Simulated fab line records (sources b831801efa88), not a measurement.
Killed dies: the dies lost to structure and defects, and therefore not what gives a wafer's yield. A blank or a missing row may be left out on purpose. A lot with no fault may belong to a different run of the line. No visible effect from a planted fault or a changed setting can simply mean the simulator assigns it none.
Problem report, 8D (eight disciplines) form, completed by code :: flow sky130 :: the parts of the form that need people (team, actions taken, sign-off) are left out

== 1. PROBLEM STATEMENT ==
doseIonsCm2 at SKY_NWELL_IMPLANT_12 reads a mean of 1.4331e+12 on 6 wafers of 2 lots; wafers without a fault read 1.3001e+12 with a standard deviation of 1.3e+09. So: +99 or more standard deviations from the usual mean.
Earliest sighting: wafer L370.1 on implanter-01 at day 8 05:28. At this step, 42 wafers from 14 lots have a number in the record. Rule for "out", or "out of limits": more than 4 standard deviations from the usual mean. Any other wafer with a number is counted as sound.

== 2. WHAT IT IS, WHAT IT ISN'T ==
question: which readings at this step
is: doseIonsCm2, faradayCurrentUA
is not: -

question: which lots
is: L370, L374
is not: L355, L357, L358, L359, L360, L361, L362, L366, L375, L376, L377, L378

question: which wafers of those lots
is: all that have a number
is not: -

question: read on which tools
is: implanter-01
is not: implanter-02, implanter-04

question: when
is: from day 8 05:28
is not: up to then (24 sound wafers); but 12 sound wafers of L375, L376, L377, L378 came after

== 3. WHAT RULES OUT EACH SUSPECT ==
Counting: a tool at any process step up to the reading remains a suspect when it ran all the lots that are out and ran no sound lot after the first of those.
- implanter-01 at SKY_NWELL_IMPLANT_12: kept. All lots that are out passed through it, beginning with L370 at day 8 05:28, and no sound lot followed; its final sound lot before that point was L362 at day 6 14:13. Out on those wafers are its own readings of doseIonsCm2, faradayCurrentUA.
Remaining after the count: implanter-01 at SKY_NWELL_IMPLANT_12.

== 4. THE CAUSE (what the simulator had put in) ==
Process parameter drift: implanter-01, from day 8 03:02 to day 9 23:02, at SKY_NWELL_IMPLANT_12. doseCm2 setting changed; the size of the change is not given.
After counting, this tool was the only one left.

== 5. THE CHAIN OF EFFECTS, in route order ==
Each row: a reading whose mean over the struck wafers that have a number lies more than 3 standard deviations from the usual. Readings are gone through only where the record gives a usual standard deviation; hours: the median, over the lots, of the time from a lot's start at the first step in this table giving one to that lot's start at this step; sigmas: the change measured in usual standard deviations.
hours: 0
step: SKY_NWELL_IMPLANT_12
reading: doseIonsCm2
usual: 1.3001e+12
on struck wafers: 1.4331e+12
change: +1.3303e+11
sigmas: +99 or more

hours: 0
step: SKY_NWELL_IMPLANT_12
reading: faradayCurrentUA
usual: 7.33
on struck wafers: 8.09
change: +0.76
sigmas: +5.1
Here are the process steps it includes:
- SKY_NWELL_IMPLANT_12
Later steps that measure or inspect, where all struck wafers having a row at the step show a number for every such reading and not one has moved that far: SKY_VT_ADJUST_LVTN_OVL_MEAS_07, SKY_VT_ADJUST_NCORE_OVL_MEAS_08.

== 6. HOW IT WOULD HAVE BEEN CAUGHT EARLIER ==
First out-of-limits reading in this record: day 8 05:28, which is 2 hours after fault onset at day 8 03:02.
